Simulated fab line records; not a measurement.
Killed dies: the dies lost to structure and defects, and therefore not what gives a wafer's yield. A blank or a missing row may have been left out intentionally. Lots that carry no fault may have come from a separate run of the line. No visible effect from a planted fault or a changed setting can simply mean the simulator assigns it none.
fab line records	flow sky130
[record] lots = 6	wafers = 18	last_day = 50
route steps=708 shown PWDE@54 NWELL@56
lots that met no fault: from a run of the same line without faults
start_h: hours from the record's opening day to when the first of the lot's shown wafers began	wait_h: hours elapsed since this lot's preceding step	" same as the row above	L1.1+2: several wafers, shown together as one row	- no value, or no start was given	* or withheld: withheld	< > ~ a bound
route shown NAME@n: names a module that has steps shown in the file, with the first one's number in the route	usual: average and standard deviation across the fault-free wafers	same: alike in all rows	chamber/n: place in a boat	sites: per-site readings	_std_site: the standard deviation of these	_edge_site: the outer-site mean with the inner-site mean subtracted	radius_mm: for every site, how far away it sits from the centre of the wafer	mask NAME#n: copy n	behind: the most recent tool/chamber to have shaped the wafer	hold: why the lot went on hold/how many hours it stayed there/how the hold came to an end	device: the transistor (n, p or np) that didn't switch	end of line: at the end of the route, the tests of the same wafers	a step given without rows: its recipe and nothing more	killed: dies lost to structure and defects at the first sort, not the wafer's yield	map: the dies of a wafer, with x for killed, . for not killed, _ for no die there
set.NAME: setting as actually run; set.NAME@STEP: the setting as run at that earlier step	model.NAME: the simulator's own value behind a step, which no gauge read
certain route steps with their lots: each step a table, each wafer a row
services: when a tool's chamber went out of use (start_h, in hours from the record's first day, below 0 if earlier), for how many hours, and the reason
[[steps]]
[step SKY_PWDE_STRIP_09]
[recipe] chemistry = O2/N2	power_w = 1400	pressure_mtorr = 1500	platen_temp_c = withheld	o2_flow_sccm = 3000	n2_flow_sccm = 300	overash_fraction = 0.5
[usual] drypump_motor_current_A = 5.78/0.28	n2_flow_sccm = 300.0/0.87	oes_product_au = 0.722/0.0046	strip_time_to_endpoint_s = 36.95/0.12
lot.wafer	tool	chamber	start_h	wait_h	drypump_motor_current_A	n2_flow_sccm	oes_product_au	rf_hours_counter_h	strip_time_to_endpoint_s
L926.3	plasma_asher-04	0	91.23	0.1	6.01	300.5	0.727	-	37.02
L926.4	"	1	"	"	5.30	296.6	0.723	-	36.94
L926.6	"	0	"	"	5.99	299.2	0.727	-	37.03
L934.1	plasma_asher-04	1	131.05	0.1	5.29	299.2	0.719	31	36.95
L934.5	"	0	"	"	5.98	300.5	0.714	-	36.95
L934.6	"	1	"	"	5.29	297.9	0.716	-	37.10
L935.3	plasma_asher-03	0	135.88	0.1	5.80	299.9	0.716	-	37.08
L935.4	"	1	"	"	5.72	300.7	0.726	-	37.08
L935.6	"	0	"	"	5.82	298.8	0.722	-	37.11
L939.2	plasma_asher-02	1	164.99	0.1	6.09	300.4	0.716	47	36.95
L939.4	"	1	"	"	6.07	301.3	0.725	-	36.75
L939.5	"	0	"	"	5.79	301.0	0.720	-	36.94
L940.1	plasma_asher-03	1	165.80	0.1	5.68	299.9	0.724	5	36.93
L940.4	"	0	"	"	5.84	299.9	0.723	-	36.94
L940.5	"	0	"	"	5.82	299.8	0.732	-	36.89
L946.4	plasma_asher-04	1	198.22	0.1	5.30	301.0	0.716	-	36.96
L946.5	"	1	"	"	5.34	300.4	0.724	-	36.90
L946.6	"	0	"	"	6.01	302.0	0.727	-	36.95
[step SKY_PWDE_TW_MEAS_10]
[usual] PWDE_TW = 372/3.1
lot.wafer	tool	chamber	start_h	wait_h	PWDE_TW
L926.3	film_metro-04	-	91.32	0.1	375
L926.4	"	-	"	"	375
L926.6	"	-	"	"	377
L934.1	film_metro-02	-	131.15	0.1	369
L934.5	"	-	"	"	369
L934.6	"	-	"	"	369
L935.3	film_metro-04	-	135.96	0.1	379
L935.4	"	-	"	"	378
L935.6	"	-	"	"	377
L939.2	film_metro-01	-	165.10	0.1	370
L939.4	"	-	"	"	371
L939.5	"	-	"	"	371
L940.1	film_metro-01	-	165.90	0.1	370
L940.4	"	-	"	"	368
L940.5	"	-	"	"	370
L946.4	film_metro-01	-	198.32	0.1	369
L946.5	"	-	"	"	369
L946.6	"	-	"	"	370
[step SKY_NWELL_DEHYDRATE_03]
[recipe] temp_c = 200	time_s = 60
[step SKY_NWELL_HMDS_04]
[recipe] prime_time_s = 60	prime_temp_c = 120
[step SKY_NWELL_COAT_05]
[recipe] spin_rpm = 2000	resist_thk_nm = 3000
[step SKY_NWELL_SOFTBAKE_06]
[recipe] temp_c = 110	time_s = withheld
[step SKY_NWELL_EXPOSE_07]
[recipe] mask_id = NWM	na = 0.6	source_shape = conventional	sigma_outer = 0.6	polarization = unpolarized	target_cd_nm = 840	dose_mj = 255
[step SKY_NWELL_PEB_08]
[recipe] temp_c = 115	time_s = withheld
[step SKY_NWELL_DEVELOP_09]
[recipe] wall_angle_deg = 90	developer = TMAH	develop_time_s = 60	dev_temp_c = 23
[step SKY_NWELL_OVL_MEAS_10]
[usual] NWELL_00_OVL = 0.2/1.3
lot.wafer	tool	chamber	start_h	wait_h	NWELL_00_OVL[nm]
L926.3	overlay-02	-	109.42	-	-2.1
L926.4	"	-	"	"	-1.0
L926.6	"	-	"	"	-2.1
L934.1	overlay-02	-	150.85	-	1.3
L934.5	"	-	"	"	1.6
L934.6	"	-	"	"	0.7
L935.3	overlay-01	-	155.86	-	-1.5
L935.4	"	-	"	"	-0.7
L935.6	"	-	"	"	-0.8
L939.2	overlay-01	-	186.01	-	1.9
L939.4	"	-	"	"	1.1
L939.5	"	-	"	"	2.1
L940.1	overlay-01	-	186.95	-	-1.2
L940.4	"	-	"	"	-0.6
L940.5	"	-	"	"	0.0
L946.4	overlay-01	-	220.62	-	1.4
L946.5	"	-	"	"	3.0
L946.6	"	-	"	"	3.3
[step SKY_NWELL_IMPLANT_11]
[recipe] species = P	energy_kev = 400	dose_cm2 = 1.9e+13	tilt_deg = withheld
[step SKY_NWELL_IMPLANT_12]
[recipe] species = P	energy_kev = 120	dose_cm2 = 1.3e+12	tilt_deg = withheld
[step SKY_NWELL_IMPLANT_13]
[recipe] species = P	energy_kev = 50	dose_cm2 = 7e+11	tilt_deg = withheld
[usual] beam_energy_keV = 49.999/0.016	beam_on_s = 9.99/0.21	dose_ions_cm2 = 7.002e+11/7.1e+08	faraday_current_uA = 3.95/0.081
lot.wafer	tool	chamber	start_h	wait_h	beam_energy_keV	beam_on_s	dose_ions_cm2	faraday_current_uA
L926.3	implanter-02	0	109.79	0.1	49.989	9.78	6.998e+11	4.04
L926.4	"	0	"	"	49.984	10.04	7e+11	3.93
L926.6	"	0	"	"	49.993	9.72	7.005e+11	4.05
L934.1	implanter-03	-	151.19	0.1	-	-	-	-
L934.5	"	-	"	"	-	-	-	-
L934.6	"	-	"	"	-	-	-	-
L935.3	implanter-01	-	156.24	0.1	-	-	-	-
L935.4	"	-	"	"	-	-	-	-
L935.6	"	-	"	"	-	-	-	-
L939.2	implanter-01	0	186.36	0.1	49.988	9.70	6.998e+11	4.06
L939.4	"	0	"	"	50.001	9.79	7.013e+11	4.02
L939.5	"	0	"	"	49.995	10.20	7.011e+11	3.87
L940.1	implanter-03	0	187.29	0.1	50.016	9.99	7.007e+11	3.97
L940.4	"	0	"	"	49.984	10.04	6.994e+11	3.93
L940.5	"	0	"	"	49.986	10.27	6.997e+11	3.86
L946.4	implanter-01	0	221.01	0.1	50.046	10.07	7.011e+11	3.91
L946.5	"	0	"	"	50.019	9.91	7.006e+11	4.00
L946.6	"	0	"	"	50.018	10.02	7.012e+11	3.93
[step SKY_NWELL_STRIP_14]
[recipe] chemistry = O2/N2	power_w = 1400	pressure_mtorr = 1500	platen_temp_c = withheld	o2_flow_sccm = 3000	n2_flow_sccm = 300	overash_fraction = 0.5
[usual] drypump_motor_current_A = 5.9/0.47	n2_flow_sccm = 300.0/0.88	oes_product_au = 0.722/0.005	strip_time_to_endpoint_s = 36.93/0.11
lot.wafer	tool	chamber	start_h	wait_h	drypump_motor_current_A	n2_flow_sccm	oes_product_au	rf_hours_counter_h	strip_time_to_endpoint_s
L926.3	plasma_asher-01	0	109.92	0.1	6.2	300.0	0.717	-	36.92
L926.4	"	1	"	"	6.7	300.4	0.724	-	36.93
L926.6	"	0	"	"	6.1	298.3	0.719	-	36.94
L934.1	plasma_asher-04	0	151.34	0.1	6.0	300.2	0.714	33	36.95
L934.5	"	1	"	"	5.3	300.1	0.713	-	36.91
L934.6	"	0	"	"	6.0	299.2	0.718	-	36.80
L935.3	plasma_asher-04	0	156.37	0.1	6.0	299.5	0.721	-	36.84
L935.4	"	1	"	"	5.3	300.1	0.727	-	36.84
L935.6	"	1	"	"	5.3	301.1	0.728	-	36.85
L939.2	plasma_asher-01	1	186.49	0.1	6.7	299.4	0.725	52	37.06
L939.4	"	1	"	"	6.7	300.5	0.712	-	36.96
L939.5	"	0	"	"	6.1	300.3	0.718	-	37.00
L940.1	plasma_asher-04	1	187.44	0.1	5.3	299.0	0.721	37	36.95
L940.4	"	0	"	"	6.0	301.2	0.717	-	36.81
L940.5	"	0	"	"	6.0	301.0	0.724	-	37.00
L946.4	plasma_asher-04	1	221.12	0.1	5.3	298.0	0.720	-	36.84
L946.5	"	0	"	"	6.0	299.6	0.733	-	36.82
L946.6	"	1	"	"	5.3	298.2	0.711	-	36.85
[step SKY_NWELL_TW_MEAS_15]
[usual] NWELL_TW = 1806/12
lot.wafer	tool	chamber	start_h	wait_h	NWELL_TW
L926.3	film_metro-01	-	110.01	0.1	1794
L926.4	"	-	"	"	1803
L926.6	"	-	"	"	1800
L934.1	film_metro-01	-	151.44	0.1	1787
L934.5	"	-	"	"	1789
L934.6	"	-	"	"	1798
L935.3	film_metro-04	-	156.46	0.1	1817
L935.4	"	-	"	"	1817
L935.6	"	-	"	"	1825
L939.2	film_metro-01	-	186.60	0.1	1805
L939.4	"	-	"	"	1807
L939.5	"	-	"	"	1805
L940.1	film_metro-02	-	187.54	0.1	1805
L940.4	"	-	"	"	1797
L940.5	"	-	"	"	1812
L946.4	film_metro-02	-	221.22	0.1	1813
L946.5	"	-	"	"	1811
L946.6	"	-	"	"	1806
[step SKY_NWELL_DEHYDRATE_16]
[recipe] temp_c = 200	time_s = 60
[step SKY_NWELL_HMDS_17]
[recipe] prime_time_s = 60	prime_temp_c = 120
[step SKY_NWELL_COAT_18]
[recipe] spin_rpm = 2000	resist_thk_nm = 3000
[step SKY_NWELL_SOFTBAKE_19]
[recipe] temp_c = 110	time_s = withheld
[step SKY_NWELL_EXPOSE_20]
[recipe] mask_id = NWM_COMPLEMENT	na = 0.6	source_shape = conventional	sigma_outer = 0.6	polarization = unpolarized	target_cd_nm = 840	dose_mj = 260
[step SKY_NWELL_PEB_21]
[recipe] temp_c = 115	time_s = withheld
[step SKY_NWELL_DEVELOP_22]
[recipe] wall_angle_deg = 90	developer = TMAH	develop_time_s = 60	dev_temp_c = 23
[step SKY_NWELL_OVL_MEAS_23]
[usual] NWELL_01_OVL = -0.4/1.4
lot.wafer	tool	chamber	start_h	wait_h	NWELL_01_OVL[nm]
L926.3	overlay-02	-	128.01	-	-1.6
L926.4	"	-	"	"	-2.0
L926.6	"	-	"	"	-0.7
L934.1	overlay-02	-	171.55	-	-1.6
L934.5	"	-	"	"	-1.6
L934.6	"	-	"	"	-2.1
L935.3	overlay-02	-	177.12	-	-0.6
L935.4	"	-	"	"	-2.4
L935.6	"	-	"	"	1.9
L939.2	overlay-01	-	208.31	-	0.2
L939.4	"	-	"	"	0.0
L939.5	"	-	"	"	1.7
L940.1	overlay-02	-	209.80	-	-1.7
L940.4	"	-	"	"	-4.0
L940.5	"	-	"	"	-1.8
L946.4	overlay-01	-	244.37	-	-0.4
L946.5	"	-	"	"	-1.3
L946.6	"	-	"	"	2.1
[step SKY_NWELL_IMPLANT_24]
[recipe] species = B	energy_kev = 140	dose_cm2 = 9.2e+12	tilt_deg = withheld
[step SKY_NWELL_STRIP_25]
[recipe] chemistry = O2/N2	power_w = 1400	pressure_mtorr = 1500	platen_temp_c = withheld	o2_flow_sccm = 3000	n2_flow_sccm = 300	overash_fraction = 0.5
[usual] drypump_motor_current_A = 6.0/0.45	n2_flow_sccm = 300.1/0.88	oes_product_au = 0.723/0.0041	strip_time_to_endpoint_s = 36.94/0.088
lot.wafer	tool	chamber	start_h	wait_h	drypump_motor_current_A	n2_flow_sccm	oes_product_au	rf_hours_counter_h	strip_time_to_endpoint_s
L926.3	plasma_asher-04	1	128.22	0.1	5.3	300.6	0.720	-	36.79
L926.4	"	0	"	"	6.0	299.1	0.728	-	36.74
L926.6	"	1	"	"	5.3	301.0	0.718	-	36.80
L934.1	plasma_asher-04	0	171.74	0.1	6.0	300.2	0.727	35	36.87
L934.5	"	1	"	"	5.3	299.8	0.724	-	36.97
L934.6	"	0	"	"	6.0	300.0	0.723	-	36.91
L935.3	plasma_asher-03	0	177.32	0.1	5.8	300.8	0.722	-	37.14
L935.4	"	1	"	"	5.7	299.9	0.730	-	37.10
L935.6	"	0	"	"	5.8	299.9	0.725	-	37.02
L939.2	plasma_asher-01	0	208.49	0.1	6.1	297.9	0.723	54	36.95
L939.4	"	0	"	"	6.1	298.8	0.725	-	36.95
L939.5	"	0	"	"	6.1	300.6	0.720	-	36.84
L940.1	plasma_asher-03	1	209.99	0.1	5.7	300.8	0.723	9	36.86
L940.4	"	0	"	"	5.8	300.9	0.725	-	36.76
L940.5	"	1	"	"	5.7	300.9	0.725	-	36.71
L946.4	plasma_asher-01	1	244.57	0.1	6.6	302.1	0.721	-	36.88
L946.5	"	0	"	"	6.1	299.6	0.712	-	36.87
L946.6	"	1	"	"	6.7	300.4	0.731	-	36.92
[step SKY_NWELL_TW_MEAS_26]
[usual] NWELL_2_TW = 495/4.7
lot.wafer	tool	chamber	start_h	wait_h	NWELL_2_TW
L926.3	film_metro-01	-	128.30	0.1	490
L926.4	"	-	"	"	492
L926.6	"	-	"	"	489
L934.1	film_metro-02	-	171.84	0.1	495
L934.5	"	-	"	"	495
L934.6	"	-	"	"	493
L935.3	film_metro-04	-	177.41	0.1	499
L935.4	"	-	"	"	500
L935.6	"	-	"	"	499
L939.2	film_metro-04	-	208.60	0.1	498
L939.4	"	-	"	"	504
L939.5	"	-	"	"	498
L940.1	film_metro-01	-	210.09	0.1	491
L940.4	"	-	"	"	491
L940.5	"	-	"	"	490
L946.4	film_metro-04	-	244.67	0.1	506
L946.5	"	-	"	"	503
L946.6	"	-	"	"	502
[step SKY_NWELL_CLEAN_27]
[recipe] chemistry = SC1/SC2	mix = 1:4:20	temp_c = 70	time_s = 150	dry = n2_spin
[step SKY_NWELL_RTA_28]
[recipe] temp_c = 1050	time_s = 30	idle_temp_c = 650	ramp_up_c_per_s = 150	ramp_down_c_per_s = 90	ambient = N2
[usual] lamp_power_pct = 25.30/0.054	wafer_temp_C_max = 1054.9/0.91
lot.wafer	tool	chamber	start_h	wait_h	lamp_power_pct	wafer_temp_C_max
L926.3	rtp_anneal-02	0	128.43	0.0	25.26	1055.1
L926.4	"	0	"	"	25.34	1056.4
L926.6	"	0	"	"	25.34	1055.6
L934.1	rtp_anneal-02	0	171.95	0.0	25.40	1054.7
L934.5	"	0	"	"	25.33	1054.8
L934.6	"	0	"	"	25.33	1056.5
L935.3	rtp_anneal-01	0	177.53	0.0	25.33	1054.2
L935.4	"	0	"	"	25.34	1055.9
L935.6	"	0	"	"	25.36	1054.5
L939.2	rtp_anneal-02	0	208.72	0.0	25.35	1053.5
L939.4	"	0	"	"	25.32	1054.6
L939.5	"	0	"	"	25.33	1054.4
L940.1	rtp_anneal-01	0	210.20	0.0	25.31	1055.1
L940.4	"	0	"	"	25.31	1055.2
L940.5	"	0	"	"	25.25	1053.5
L946.4	rtp_anneal-02	0	244.80	0.1	25.30	1053.9
L946.5	"	0	"	"	25.34	1055.1
L946.6	"	0	"	"	25.37	1053.8
[step SKY_NWELL_RS_MEAS_29]
[recipe] thk_meas_gauge = four-point-probe
[usual] NWELL_RS = 626.0/1.6
lot.wafer	tool	chamber	start_h	wait_h	NWELL_RS[ohm/sq]
L926.3	film_metro-04	-	128.54	0.1	624.8
L926.4	"	-	"	"	624.4
L926.6	"	-	"	"	625.8
L934.1	film_metro-02	-	172.15	0.2	651.2
L934.5	"	-	"	"	652.1
L934.6	"	-	"	"	653.9
L935.3	film_metro-01	-	177.64	0.1	653.8
L935.4	"	-	"	"	653.9
L935.6	"	-	"	"	652.2
L939.2	film_metro-02	-	208.83	0.1	626.8
L939.4	"	-	"	"	629.1
L939.5	"	-	"	"	626.7
L940.1	film_metro-02	-	210.30	0.1	625.8
L940.4	"	-	"	"	625.4
L940.5	"	-	"	"	626.1
L946.4	film_metro-01	-	244.91	0.1	624.2
L946.5	"	-	"	"	621.4
L946.6	"	-	"	"	621.6
[[services]]
tool	chamber	start_h	hours	kind
plasma_asher-02	-	67.69	6.8	repair
plasma_asher-04	-	67.69	1.5	repair
plasma_asher-04	-	76.88	1.9	repair
implanter-03	-	78.37	6.9	pm
plasma_asher-03	-	108.75	9.0	pm
plasma_asher-03	0	108.75	9.0	vent_cycle
plasma_asher-03	1	108.75	9.0	vent_cycle
implanter-02	-	117.65	0.6	repair
plasma_asher-03	0	117.75	-	clean
plasma_asher-03	1	117.75	-	clean
implanter-01	-	124.26	15.0	pm
rtp_anneal-01	-	131.22	2.7	pm
implanter-01	-	140.13	3.4	pm
implanter-02	-	142.38	2.9	pm
implanter-01	-	146.04	2.0	repair
implanter-01	-	147.35	4.6	repair
implanter-02	-	185.03	16.6	repair
implanter-03	-	195.85	3.1	repair
implanter-02	-	210.94	35.5	pm
plasma_asher-03	-	220.70	3.4	repair
[[key]]
[first_sign] step = SKY_NWELL_IMPLANT_13	reading = tool_record	direction = missing
[effect] step = SKY_NWELL_RS_MEAS_29	reading = NWELL_RS	direction = up	sigmas = 16	usual = 626.0	struck = 652.8
met_at SKY_NWELL_IMPLANT_13
struck_wafers L934.1,L934.5,L934.6,L935.3,L935.4,L935.6
later_rows_left_out L934.1,L934.5,L934.6,L935.3,L935.4,L935.6
sort_left_out L934.1,L934.5,L934.6,L935.3,L935.4,L935.6
tester_left_out L934,L935
[fault] kind = skipped_step_whole	tool = implanter-01,implanter-03	chamber = -	onset_h = 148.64	steps = SKY_NWELL_IMPLANT_13	scope = struck_lots_only
// tester_left_out: of these lots the tester's yield and bins aren't shown, on N5 and GAA mostly nor the transistor test; their killed dies are dies lost to structure and defects alone, not to doping, threshold or leakage, so they don't give the yield
// sort_left_out: the simulated sort isn't trusted on such a fault, so these wafers' sort isn't shown, and their yield isn't known
// later_rows_left_out: the simulator's readings of these wafers behind a module that went badly wrong aren't trusted and aren't shown, but for the sort
